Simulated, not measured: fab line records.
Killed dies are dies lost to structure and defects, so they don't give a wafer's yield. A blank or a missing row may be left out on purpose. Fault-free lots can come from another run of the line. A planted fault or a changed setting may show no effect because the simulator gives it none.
Struck lot and sound lot, side by side ; flow sky130 ; 15 out of 708 route steps
Sound: the wafers L774.1, L774.5, L774.6. Wafers struck: L781.4, L781.5, L781.6. Last of all comes the cause.
Per side, at each step with rows, come the tool, then ch with its chambers, and then its first start. Under that, the readings that differ: sound wafers ; struck wafers ; difference of the means ; sigmas: that difference in standard deviations of wafers without a fault.
alike: readings whose means differ by less than 2 such deviations, and words and numbers that are the same on both sides. not compared: withheld readings, readings that some wafer has no value for, bounds like >300 that may hide the same value, and numbers for which the record gives no deviation and whose values overlap.
A row with sigmas, a row that says differs or no value, or rows on one side alone: a step with any of these is where the two part. Numbers that have no deviation but don't overlap get no sigmas and don't part them. Lack of a reading on every wafer of one side parts them only where that side has two or more wafers.

first, 2 steps without rows for these wafers: SKY_VIA3_ETCH_14 (etches BARC in N2/H2, stops on SiO2, time 45.9 s, target depth 60 nm); SKY_VIA3_ETCH_15 (etches SiO2 in C4F8/O2/Ar, stops on TiN, target depth 507 nm, time 78 s).
SKY_VIA3_STRIP_16: strips in O2/N2.
  sound on plasma asher-01 ch 0,1, day 42 11:49; struck on plasma asher-03 ch 0,1, day 44 08:34
  alike: drypump motor current A, n2 flow sccm, oes product au, strip time to endpoint s
  not compared: rf hours counter h
then, 3 steps without rows for these wafers: SKY_VIA3_STRIP_17 (strips in post etch residue remover, time 1200 s); SKY_VIA3_CLEAN_18 (cleans in IPA, time 180 s); SKY_VIA3_CLEAN_19 (cleans in O3/DIW).
SKY_VIA3_SPUTTER_20: material TiN, target thk 20 nm, time 80 s.
  struck on pvd sputter-04, day 44 09:08; sound on pvd sputter-04, day 42 12:30
  alike: chamber pressure pa, throttle valve pct
SKY_VIA3_CVD_21: deposits W, target thk 390 nm, time 117.31 s.
  sound on cvd w-02 ch 0,1, day 42 12:34; struck on cvd w-02 ch 0,1, day 44 09:14
  alike: heater power w
SKY_VIA3_RS_MEAS_22: measurement is done with a four-point probe.
  struck on film metro-02, day 44 09:23; sound on film metro-02, day 42 12:41
  alike: VIA3_W_RS
SKY_VIA3_THK_MEAS_23: measures by xrf.
  struck on film metro-02, day 44 09:28; sound on film metro-02, day 42 12:48
  alike: VIA3_W_THK
SKY_VIA3_CMP_24: polishes, stops on SiO2, t overpolish 20 s, target thk 0 nm.
  sound on cmp-02 ch 0,1, day 42 12:52; struck on cmp-02 ch 0,2,3, day 44 09:36
  alike: motor current A, overpolish run s, retaining ring pressure frac, time to endpoint s
SKY_METAL4_SPUTTER_00: material Ti, target thk 15 nm, time 10 s.
  struck on pvd sputter-04, day 44 09:48; sound on pvd sputter-02, day 42 13:10
  alike: chamber pressure pa, throttle valve pct
SKY_METAL4_SPUTTER_01: material TiN, target thk 20 nm, time 16.7 s.
  struck on pvd sputter-04, day 44 09:49; sound on pvd sputter-02, day 42 13:11
reading;sound;struck;difference;sigmas
model.TiN_of_METAL4_SPUTTER_01.thk nm (nm);19.84 20 19.66;20.82 20.66 20.74;+0.91;
  alike: chamber pressure pa, throttle valve pct
then, 1 step without rows for these wafers: SKY_METAL4_SPUTTER_02 (material AlCu, target thk 735 nm, time 39.82 s).
-- the record jumps here: 5 days lie between the struck wafers' starts before and after (it left off in module METAL4 and takes up again in module PAD_OPEN, whose first step shown is number 708 of the route) --
SKY_PAD_OPEN_PROBE_99:
  struck on prober-01, day 49 16:28; sound on prober-02, day 48 04:49
reading;sound;struck;difference;sigmas
killed at other;1 0 0;2 0 2;+1;+2
  alike: defect limited yield, killed_at_M0_to_M3, killed_at_M4_up, killed at contacts, killed at front end, killed dies, killed on rim, killed open, killed short, sort_bin_3_pad_short, sort_bin_5_function, sort_bin_6_memory, sort n pass, sort yield pct

## WHERE THEY PART
At SKY_PAD_OPEN_PROBE_99 and nowhere else, as far as this record goes.

WHY: whatever the simulator had introduced
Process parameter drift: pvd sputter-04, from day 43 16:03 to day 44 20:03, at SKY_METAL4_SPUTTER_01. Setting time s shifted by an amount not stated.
